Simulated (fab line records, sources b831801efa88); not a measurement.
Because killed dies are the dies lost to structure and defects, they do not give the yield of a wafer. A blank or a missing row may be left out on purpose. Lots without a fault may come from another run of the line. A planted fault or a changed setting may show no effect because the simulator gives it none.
Struck lot and sound lot, side by side ; flow sky130 ; 17 out of 708 route steps
Sound: these wafers, L313.2, L313.4, L313.6. Struck: wafer L320.3 (L320.2, L320.4, from the same lot, were not struck and are left out); the cause is given at the end.
Per side, at each step with rows, come the tool, then ch with its chambers, and then its first start. Under that, the readings that differ: sound wafers ; struck wafers ; difference of the means ; sigmas: that difference in standard deviations of wafers without a fault.
alike: same words and numbers on both sides, and readings whose means sit less than 2 such deviations apart. not compared: any withheld reading, any reading some wafer has no value for, any bound like >300 that may hide the same value, and any number with overlapping values for which the record gives no deviation.
The two part at a step that has a row with sigmas, a row that says differs or no value, or rows on one side only. When numbers do not overlap yet have no deviation, they are printed without sigmas and do not part them. A reading missing from all wafers of one side parts the sides only when that side holds two or more wafers.

first, 2 steps without rows for these wafers: SKY_LOCAL_INTERCONNECT_PEB_09; SKY_LOCAL_INTERCONNECT_DEVELOP_10 (develop time 60 s).
SKY_LOCAL_INTERCONNECT_CD_MEAS_11: the cd target is 170 nm.
  sound on cdSem-02, day 30 16:37; struck on cdSem-01, day 34 05:47
  alike: cdNm
SKY_LOCAL_INTERCONNECT_OVL_MEAS_12:
  sound on overlay-01, day 30 16:44; struck on overlay-01, day 34 05:53
reading;sound;struck;difference;sigmas
LOCAL_INTERCONNECT_OVL (nm);-2 -6 -2;11;+14;+3
SKY_LOCAL_INTERCONNECT_ETCH_13: etches BARC in N2/H2, stops on SiO2, time 45.9 s, target depth 60 nm.
  sound on rieMetal-01 ch 1, day 30 16:47; struck on rieMetal-02 ch 0, day 34 05:55
reading;sound;struck;difference;sigmas
h2FlowSccm (sccm);200.7 198.8 199.0;201.2;+1.7;+3
  alike: drypumpMotorCurrentA, oesProductAu, throttleValvePct
  not compared: rfHoursCounterH
SKY_LOCAL_INTERCONNECT_METAL_ETCH_14: etches TiN in Cl2/BCl3, stops on PSG, target depth 110 nm, time 31.4 s.
  sound on rieMetal-01 ch 1, day 30 16:54; struck on rieMetal-02 ch 0, day 34 05:59
  alike: drypumpMotorCurrentA, oesProductAu, throttleValvePct
  not compared: rfHoursCounterH
SKY_LOCAL_INTERCONNECT_STRIP_15: strips in O2/N2.
  sound on plasmaAsher-04 ch 0,1, day 30 16:59; struck on plasmaAsher-03 ch 1, day 34 06:02
  alike: drypumpMotorCurrentA, oesProductAu, stripTimeToEndpointS
  not compared: rfHoursCounterH
then, 3 steps without rows for these wafers: SKY_LOCAL_INTERCONNECT_STRIP_16 (strips in post etch residue remover, time 1200 s); SKY_LOCAL_INTERCONNECT_CLEAN_17 (cleans in IPA, time 180 s); SKY_LOCAL_INTERCONNECT_CLEAN_18 (cleans in O3/DIW).
SKY_CONTACT_CVD_00: deposits Si3N4, target thk 75 nm.
  sound on pecvd-03 ch 0,1, day 30 17:35; struck on pecvd-02 ch 2, day 34 06:39
  alike: heaterPowerW
SKY_CONTACT_THK_MEAS_01:
  sound on filmMetro-04, day 30 17:38; struck on filmMetro-03, day 34 06:41
  alike: CONTACT_CVD_00_THK
SKY_CONTACT_HDPCVD_02: deposits SiO2, target thk 565 nm, time 94.2 s.
  sound on hdpcvd-02 ch 0,1, day 30 17:41; struck on hdpcvd-02 ch 2, day 34 06:44
reading;sound;struck;difference;sigmas
model.SiO2_of_CONTACT_HDPCVD_02.thkNm (nm);558.6 555 558.2;800.5;+243.2;
  alike: sih4FlowSccm
SKY_CONTACT_THK_MEAS_03:
  sound on filmMetro-02, day 30 17:46; struck on filmMetro-04, day 34 06:49
reading;sound;struck;difference;sigmas
CONTACT_HDPCVD_THK (nm);559 555 558;800;+243;+43
SKY_CONTACT_CMP_04: polishes SiO2.
  sound on cmp-01 ch 2,3, day 30 17:49; struck on cmp-02 ch 1, day 34 06:52
reading;sound;struck;difference;sigmas
timeToEndpointS (s);82 81 81;168;+87;+23
  alike: motorCurrentA
SKY_CONTACT_BOW_MEAS_05:
  sound on filmMetro-03, day 30 18:08; struck on filmMetro-02, day 34 07:11
  alike: CONTACT_BOW
-- the record jumps here: 14 days lie between the struck wafers' starts before and after (it left off in module CONTACT and takes up again in module PAD_OPEN, whose first step shown is number 708 of the route) --
SKY_PAD_OPEN_PROBE_99:
  sound on prober-01, day 45 22:27; struck on prober-01, day 48 15:32
  alike: killed_at_M0_to_M3, killed_at_M4_up, killedAtContacts, killedAtFrontEnd, killedAtOther, killedDies, killedOnRim, killedOpen, killedShort

WHERE THEY PART
First at SKY_LOCAL_INTERCONNECT_OVL_MEAS_12; last, within this record, at SKY_CONTACT_CMP_04. Later steps at which nothing parts them and some readings are alike: SKY_CONTACT_BOW_MEAS_05, SKY_PAD_OPEN_PROBE_99.

WHY: the cause the simulator had injected
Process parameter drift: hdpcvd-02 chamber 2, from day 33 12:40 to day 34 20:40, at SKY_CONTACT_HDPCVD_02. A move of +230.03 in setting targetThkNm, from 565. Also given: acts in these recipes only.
